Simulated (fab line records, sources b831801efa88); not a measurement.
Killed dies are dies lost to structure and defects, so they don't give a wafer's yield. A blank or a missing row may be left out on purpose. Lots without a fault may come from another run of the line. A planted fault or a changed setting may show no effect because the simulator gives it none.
One fault seen from 2 desks | flow sky130 | each desk has only its own numbers; what lay behind them comes last

THE TOOL OWNER'S DESK: implanter-02
The tool's own readings at SKY_SD_P_IMPLANT_09: means of the sampled wafers that have a number, for each lot that ran on this tool. A lot is out of limits, marked OUT, if its mean lies more than 4 standard deviations from the usual mean; the brackets give that distance.
Columns: A = beam_on_s at SKY_SD_P_IMPLANT_09, usual 13.8 s; B = dose_ions_cm2 at SKY_SD_P_IMPLANT_09, usual 3.0008e+15; C = faraday_current_uA at SKY_SD_P_IMPLANT_09, usual 11867
lot  | first seen here | A               | B                            | C
L826 | day 25 05:44    | 13.9            | 2.9998e+15                   | 11762
L833 | day 28 03:50    | 9.8 (-11) OUT   | 1.9980e+15 (-99 or more) OUT | 11162
L834 | day 28 09:44    | 10.1 (-9.8) OUT | 1.9971e+15 (-99 or more) OUT | 10831
L836 | day 29 02:07    | 10.2 (-9.6) OUT | 1.9994e+15 (-99 or more) OUT | 10771
L844 | day 31 11:55    | 14.0            | 2.9977e+15                   | 11738
L843 | day 31 12:34    | 14.0            | 3.0003e+15                   | 11658
L847 | day 32 20:36    | 13.7            | 3.0032e+15                   | 12007
This desk's finding: out of limits on L833, L834, L836; first on L833, day 28 03:50 (beam_on_s at SKY_SD_P_IMPLANT_09). In limits: L826, L844, L843, L847.

THE METROLOGY DESK
What the gauges read, lot by lot, whatever tool the lot ran on: means of the sampled wafers that have a number. A lot is out of limits, marked OUT, if its mean lies more than 4 standard deviations from the usual mean; the brackets give that distance.
Columns: A = cd_nm at SKY_LDD_P_CD_MEAS_07, usual 380.4 nm; B = SD_P_TW at SKY_SD_P_TW_MEAS_11, usual 2827; C = RES_XHIGH_TW at SKY_RES_XHIGH_TW_MEAS_09, usual 1642; D = SD_P_RS at SKY_SD_N_RS_MEAS_17, usual 147.2 ohm/sq
lot  | first seen here | A     | B              | C    | D
L826 | day 18 21:07    | 380.6 | 2837           | 1647 | 147.5
L833 | day 21 20:14    | 380.9 | 2593 (-15) OUT | 1636 | 153.8 (+19) OUT
L834 | day 22 02:14    | 383.0 | 2593 (-15) OUT | 1638 | 154.0 (+19) OUT
L836 | day 22 20:20    | 379.0 | 2601 (-14) OUT | 1644 | 153.9 (+19) OUT
L841 | day 24 16:26    | 382.4 | 2828           | 1652 | 147.1
L844 | day 25 10:37    | 382.1 | 2839           | 1643 | 147.4
L843 | day 25 11:04    | 380.3 | 2853           | 1639 | 147.1
L845 | day 25 15:57    | 378.3 | 2839           | 1646 | 146.7
L847 | day 26 22:27    | 380.6 | 2834           | 1636 | 146.8
L849 | day 27 15:27    | 378.0 | 2819           | 1634 | 146.9
This desk's finding: out of limits on L833, L834, L836; first on L833, day 28 04:05 (SD_P_TW at SKY_SD_P_TW_MEAS_11). In limits: L826, L841, L844, L843, L845, L847, L849.

PUT TOGETHER
The tool owner's desk could have raised an alarm at day 28 03:50, on L833, L834, L836.
The metrology desk could have raised an alarm at day 28 04:05, on L833, L834, L836.
Of the lots named, all ran SKY_SD_P_IMPLANT_09 on implanter-02.

WHAT THE SIMULATOR HAD PUT IN
Process parameter drift: implanter-02, from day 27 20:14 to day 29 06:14, at SKY_SD_P_IMPLANT_09. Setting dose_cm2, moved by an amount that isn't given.
Lots struck among those shown: L833, L834, L836.
Hours from the fault's start to each desk's first reading out of limits: the tool owner's desk, 8; the metrology desk, 8.
